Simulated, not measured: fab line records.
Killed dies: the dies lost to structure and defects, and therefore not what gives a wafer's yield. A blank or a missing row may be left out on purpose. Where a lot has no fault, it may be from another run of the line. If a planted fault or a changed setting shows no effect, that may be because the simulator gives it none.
Comparing a struck lot with a sound one | flow sky130 | 14 out of 708 route steps
Sound: wafers L851.2, L851.4, L851.6. The struck wafers were L860.3, L860.4, L860.6. At the end, the cause is stated.
Each step with rows lists, per side, the tool, then ch with its chambers, then its first start. Under that, the readings that differ: sound wafers | struck wafers | difference of the means | sigmas: that difference in standard deviations of wafers without a fault.
alike: readings whose means differ by less than 2 such deviations, and words and numbers that are the same on both sides. not compared: withheld readings, readings that some wafer has no value for, bounds like >300 that may hide the same value, and numbers for which the record gives no deviation and whose values overlap.
Wherever a step has rows on one side only, a row that says differs or no value, or a row with sigmas, the two part there. Numbers that don't overlap but have no deviation are shown without sigmas and don't part them. A reading missing from all wafers of one side parts the sides only when that side holds two or more wafers.

SKY_LDD_LDN_STRIP_12: strips in O2/N2.
  sound on plasmaAsher-01 ch 1, day 24 03:35; struck on plasmaAsher-02 ch 0,1, day 27 08:40
  alike: drypumpMotorCurrentA, o2FlowSccm, oesProductAu, stripTimeToEndpointS
  not compared: rfHoursCounterH
SKY_LDD_LDN_TW_MEAS_13:
  sound on filmMetro-02, day 24 03:42; struck on filmMetro-02, day 27 08:46
  alike: LDD_LDN_TW
then, 2 steps without rows for these wafers: SKY_LDD_LDN_CLEAN_14 (cleans in SC1/SC2, time 150 s); SKY_SPACER_CVD_00 (deposits Si3N4 from DCS/NH3, target thk 43.1 nm, time 740 s).
SKY_SPACER_THK_MEAS_01:
  sound on filmMetro-03, day 24 05:59; struck on filmMetro-03, day 27 10:21
  alike: SPACER_CVD_00_THK
SKY_SPACER_ETCHBACK_02: etches Si3N4 in CH3F/O2, stops on SiO2, time 46.7 s, target depth 45 nm.
  sound on rieDiel-01 ch 0,1,3, day 24 06:02; struck on rieDiel-02 ch 0,2, day 27 10:23
  alike: drypumpMotorCurrentA, oesProductAu, throttleValvePct
  not compared: rfHoursCounterH
then, 6 steps without rows for these wafers: SKY_POLY_CUT_DEHYDRATE_00 (time 60 s); SKY_POLY_CUT_HMDS_01 (prime time 60 s); SKY_POLY_CUT_COAT_02 (resist thk 60 nm); SKY_POLY_CUT_COAT_03 (resist thk 450 nm); SKY_POLY_CUT_SOFTBAKE_04 (time 90 s); SKY_POLY_CUT_EXPOSE_05 (exposes mask NPCM, target cd 270 nm).
SKY_POLY_CUT_PEB_06:
  struck on lithoTrack-02, day 28 16:00; sound on lithoTrack-02 ch 0, day 25 11:00
reading        | sound          | struck | difference                    | sigmas
exhaustPa (Pa) | 43.7 45.3 46.6 | - - -  | no value on the struck wafers | 
  not compared: chillPlateTempC
then, 1 step without rows for these wafers: SKY_POLY_CUT_DEVELOP_07 (develop time 60 s).

== WHERE THEY PART ==
At SKY_POLY_CUT_PEB_06 and nowhere else, as far as this record goes.

WHY: what the simulator had put in
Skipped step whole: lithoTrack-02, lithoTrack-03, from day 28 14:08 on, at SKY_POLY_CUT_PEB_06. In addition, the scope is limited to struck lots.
